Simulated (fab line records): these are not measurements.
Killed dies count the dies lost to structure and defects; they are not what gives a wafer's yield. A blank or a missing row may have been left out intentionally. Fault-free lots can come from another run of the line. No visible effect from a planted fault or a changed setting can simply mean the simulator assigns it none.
Which tool is to blame?	flow sfq_line	7 lots (21 wafers sampled), 1 step of a 325-step route

WHAT THE GAUGES SHOWED, per wafer
SFQ_R5_THK_MEAS_934: measures by xrf.
lot	measured	on	R5_MONX_THK (nm)
L238	day 61 05:58	film_metro-04	40.2 39.9 39.2
L240	day 61 20:58	film_metro-02	40.7 40.6 40.0
L250	day 69 05:47	film_metro-04	41.3 40.7 40.4
L252	day 69 16:03	film_metro-02	40.8 40.7 40.9
L254	day 69 22:39	film_metro-03	40.6 41.1 40.2
L257	day 70 20:48	film_metro-04	40.5 41.5 40.6
L260	day 71 08:44	film_metro-03	40.5 40.1 39.9

EACH LOT AND THE TOOL THAT RAN IT (in order: tool; ch and the chambers of the sampled wafers; start)
The record holds no process step before these readings.

THE ANSWER, worked out from the rows above alone
Rule: usual is defined by the lots themselves. The widest of any qualifying gaps counts: lots, ordered by their means at a reading, are off when they make up no more than a third of the lots, leave a main group of 4 or more, and stand apart from it by 3 or more times the standard deviation of that group's means. If all means in a main group match to the digits the tables above print for the reading, that group is not used. Also off: a lot with no number at a reading for which 4 or more lots have one. Any other lot the step has rows for is counted as sound.
No lot is off on any of the readings shown, so nothing can be concluded from this.

WHAT HAD BEEN PUT IN BY THE SIMULATOR
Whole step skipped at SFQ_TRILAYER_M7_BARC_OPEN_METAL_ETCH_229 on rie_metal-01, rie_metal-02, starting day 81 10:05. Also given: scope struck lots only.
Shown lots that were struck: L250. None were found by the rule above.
